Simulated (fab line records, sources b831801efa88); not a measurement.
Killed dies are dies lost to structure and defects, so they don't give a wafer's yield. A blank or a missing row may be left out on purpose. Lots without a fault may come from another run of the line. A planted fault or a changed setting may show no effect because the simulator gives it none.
One fault seen from 2 desks | flow gf180mcu | each desk has only its own numbers; what lay behind them comes last

THE METROLOGY DESK
What the gauges read, lot by lot, whatever tool the lot ran on: means of the sampled wafers that have a number. A lot is out of limits, marked OUT, if its mean lies more than 4 standard deviations from the usual mean; the brackets give that distance.
Columns: A = TOP_METAL_ALCU_THK at GF_TOP_METAL_THK_MEAS_06, usual 892 nm
lot  | first seen here | A
L245 | day 27 09:04    | 904
L247 | day 27 23:56    | 912
L254 | day 30 11:05    | 889
L257 | day 31 01:45    | 894
L258 | day 31 09:05    | 891
L260 | day 31 22:36    | 897
L264 | day 32 19:28    | 894
L265 | day 33 01:26    | 884
L266 | day 33 03:43    | 899
L267 | day 33 09:58    | 883
L268 | day 33 16:16    | 885
This desk's finding: nothing out of limits on any of the 11 lots.

THE TOOL OWNER'S DESK: rie_diel-01
The tool's own readings at GF_PASSIVATION_ETCH_11 (etches the open film in CF4/O2, stops on TiN, target depth 2040 nm, time 453.3 s): means of the sampled wafers that have a number, for each lot that ran on this tool. A lot is out of limits, marked OUT, if its mean lies more than 4 standard deviations from the usual mean; the brackets give that distance.
Columns: A = drypump_motor_current_A at GF_PASSIVATION_ETCH_11, usual 5.6 A; B = oes_product_au at GF_PASSIVATION_ETCH_11, usual 0.987 a.u.; C = throttle_valve_pct at GF_PASSIVATION_ETCH_11, usual 5.967 %
lot  | first seen here | A   | B     | C
L254 | day 31 23:04    | 5.9 | 0.956 | 5.952
This desk's finding: nothing out of limits on the one lot.

PUT TOGETHER
The metrology desk saw nothing out of limits.
The tool owner's desk saw nothing out of limits.

WHAT THE SIMULATOR HAD PUT IN
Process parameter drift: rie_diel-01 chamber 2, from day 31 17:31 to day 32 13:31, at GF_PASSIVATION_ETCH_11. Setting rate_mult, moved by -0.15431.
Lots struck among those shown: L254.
